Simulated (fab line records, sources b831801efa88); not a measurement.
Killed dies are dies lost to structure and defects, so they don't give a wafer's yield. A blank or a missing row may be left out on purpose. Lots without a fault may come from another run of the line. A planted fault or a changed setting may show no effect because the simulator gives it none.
One fault seen from 2 desks | flow gf180mcu | each desk has only its own numbers; what lay behind them comes last

THE TOOL OWNER'S DESK: pvd_sputter-04
The tool's own readings at GF_M1_SPUTTER_04 (material TiN, target thk 50 nm, time 41.7 s): means of the sampled wafers that have a number, for each lot that ran on this tool. A lot is out of limits, marked OUT, if its mean lies more than 4 standard deviations from the usual mean; the brackets give that distance.
Columns: A = chamber_pressure_pa at GF_M1_SPUTTER_04, usual 0.3999 Pa; B = throttle_valve_pct at GF_M1_SPUTTER_04, usual 29.6 %
lot  | first seen here | A                        | B
L213 | day 18 02:56    | 0.4005                   | 29.4
L215 | day 19 00:55    | 0.3145 (-99 or more) OUT | 33.9
L219 | day 20 08:04    | 0.3150 (-99 or more) OUT | 33.8
This desk's finding: out of limits on L215, L219; first on L215, day 19 00:55 (chamber_pressure_pa at GF_M1_SPUTTER_04). In limits: L213.

THE METROLOGY DESK
What the gauges read, lot by lot, whatever tool the lot ran on: means of the sampled wafers that have a number. A lot is out of limits, marked OUT, if its mean lies more than 4 standard deviations from the usual mean; the brackets give that distance. Of its 9 readings 7 are shown: those that lie furthest out on some lot.
Columns: A = CONTACT_W_RS at GF_CONTACT_RS_MEAS_25, usual 0.387 ohm/sq; B = CONTACT_W_THK at GF_CONTACT_THK_MEAS_26, usual 303 nm; C = M1_ALCU_THK at GF_M1_THK_MEAS_06, usual 453 nm; D = M1_OVL at GF_M1_OVL_MEAS_15, usual -2 nm; E = V1_CVD_00_THK at GF_V1_THK_MEAS_01, usual 597 nm; F = V1_CVD_02_THK at GF_V1_THK_MEAS_03, usual 854 nm; G = V1_BOW at GF_V1_BOW_MEAS_05, usual 82 um
lot  | first seen here | A     | B   | C   | D   | E   | F   | G
L211 | day 17 05:40    | 0.385 | 303 | 462 | 0   | 601 | 854 | 86
L213 | day 18 02:16    | 0.385 | 303 | 456 | 4   | 599 | 834 | 73
L215 | day 19 00:15    | 0.390 | 302 | 447 | -1  | 600 | 860 | 86
L219 | day 20 07:28    | 0.392 | 298 | 444 | -1  | 592 | 853 | 75
L226 | day 22 14:43    | 0.387 | 303 | 451 | -10 | 607 | 848 | 85
L228 | day 23 05:34    | 0.395 | 298 | 450 | 4   | 594 | 864 | 78
This desk's finding: nothing out of limits on any of the 6 lots.

PUT TOGETHER
The tool owner's desk could have raised an alarm at day 19 00:55, on L215, L219.
The metrology desk saw nothing out of limits.
The metrology desk has L215, L219 on record, within its limits.
Of the lots named, all ran GF_M1_SPUTTER_04 on pvd_sputter-04.

WHAT THE SIMULATOR HAD PUT IN
Process parameter drift: pvd_sputter-04, from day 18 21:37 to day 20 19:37, at GF_M1_SPUTTER_04. Setting chamber_pressure_pa, moved by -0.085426, from 0.4. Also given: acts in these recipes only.
Lots struck among those shown: L215, L219.
Hours from the fault's start to each desk's first reading out of limits: the tool owner's desk, 3.
